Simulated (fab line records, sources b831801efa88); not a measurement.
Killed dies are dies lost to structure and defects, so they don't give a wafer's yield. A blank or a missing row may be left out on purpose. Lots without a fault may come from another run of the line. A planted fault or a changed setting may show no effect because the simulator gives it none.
A struck lot beside a sound one | flow sky130 | 15 steps out of a route of 708
Sound: wafers L502.3, L502.4, L502.6. Struck: wafers L494.2, L494.5. (L494.6 of the same lot was not struck and is left out.) The cause comes at the end.
At each step with rows: each side's tool, then ch and its chambers, then its first start. Under that, the readings that differ: sound wafers | struck wafers | difference of the means | sigmas: that difference in standard deviations of wafers without a fault.
alike: readings whose means differ by less than 2 such deviations, and words and numbers that are the same on both sides. not compared: withheld readings, readings that some wafer has no value for, bounds like >300 that may hide the same value, and numbers for which the record gives no deviation and whose values overlap.
The two part at a step that has a row with sigmas, a row that says differs or no value, or rows on one side only. Numbers that don't overlap but have no deviation are shown without sigmas and don't part them. A reading that every wafer of one side lacks parts them only if that side has two wafers or more.

SKY_PWDE_TW_MEAS_10:
  sound on film_metro-04, day 7 11:16; struck on film_metro-01, day 5 12:18
  alike: PWDE_TW
then, 7 steps without rows for these wafers: SKY_NWELL_DEHYDRATE_03 (time 60 s); SKY_NWELL_HMDS_04 (prime time 60 s); SKY_NWELL_COAT_05 (resist thk 3000 nm); SKY_NWELL_SOFTBAKE_06; SKY_NWELL_EXPOSE_07 (exposes mask NWM, target cd 840 nm); SKY_NWELL_PEB_08; SKY_NWELL_DEVELOP_09 (develop time 60 s).
SKY_NWELL_OVL_MEAS_10:
  sound on overlay-01, day 8 07:04; struck on overlay-02, day 6 06:16
  alike: NWELL_00_OVL
then, 3 steps without rows for these wafers: SKY_NWELL_IMPLANT_11; SKY_NWELL_IMPLANT_12; SKY_NWELL_IMPLANT_13.
SKY_NWELL_STRIP_14: strips in O2/N2.
  sound on plasma_asher-02 ch 0,1, day 8 07:34; struck on plasma_asher-04 ch 0, day 6 06:45
  reading                        | sound                | struck        | difference | sigmas
  chamber_pressure_mTorr (mTorr) | 1498.0 1501.1 1503.2 | 1199.9 1199.6 | -301.0     | -99 or more
  oes_product_au (a.u.)          | 0.727 0.719 0.715    | 0.683 0.687   | -0.035     | -7
  strip_time_to_endpoint_s (s)   | 36.95 37.02 36.93    | 39.82 39.87   | +2.88      | +26
  alike: drypump_motor_current_A
  not compared: rf_hours_counter_h
SKY_NWELL_TW_MEAS_15:
  sound on film_metro-03, day 8 07:40; struck on film_metro-01, day 6 06:52
  alike: NWELL_TW
-- the record jumps here: 43 days lie between the struck wafers' starts before and after (it left off in module NWELL and takes up again in module PAD_OPEN, whose first step shown is number 708 of the route) --
SKY_PAD_OPEN_PROBE_99:
  sound on prober-02, day 50 00:04; struck on prober-02, day 49 16:15
  alike: killed_at_M0_to_M3, killed_at_M4_up, killed_at_contacts, killed_at_front_end, killed_at_other, killed_dies, killed_open, killed_short

WHERE THEY PART
Only at SKY_NWELL_STRIP_14, within this record. Later steps at which nothing parts them and some readings are alike: SKY_NWELL_TW_MEAS_15, SKY_PAD_OPEN_PROBE_99.

WHY: what the simulator had put in
Process parameter drift: plasma_asher-04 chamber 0, from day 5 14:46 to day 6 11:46, at SKY_NWELL_STRIP_14. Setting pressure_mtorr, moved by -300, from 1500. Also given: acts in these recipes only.
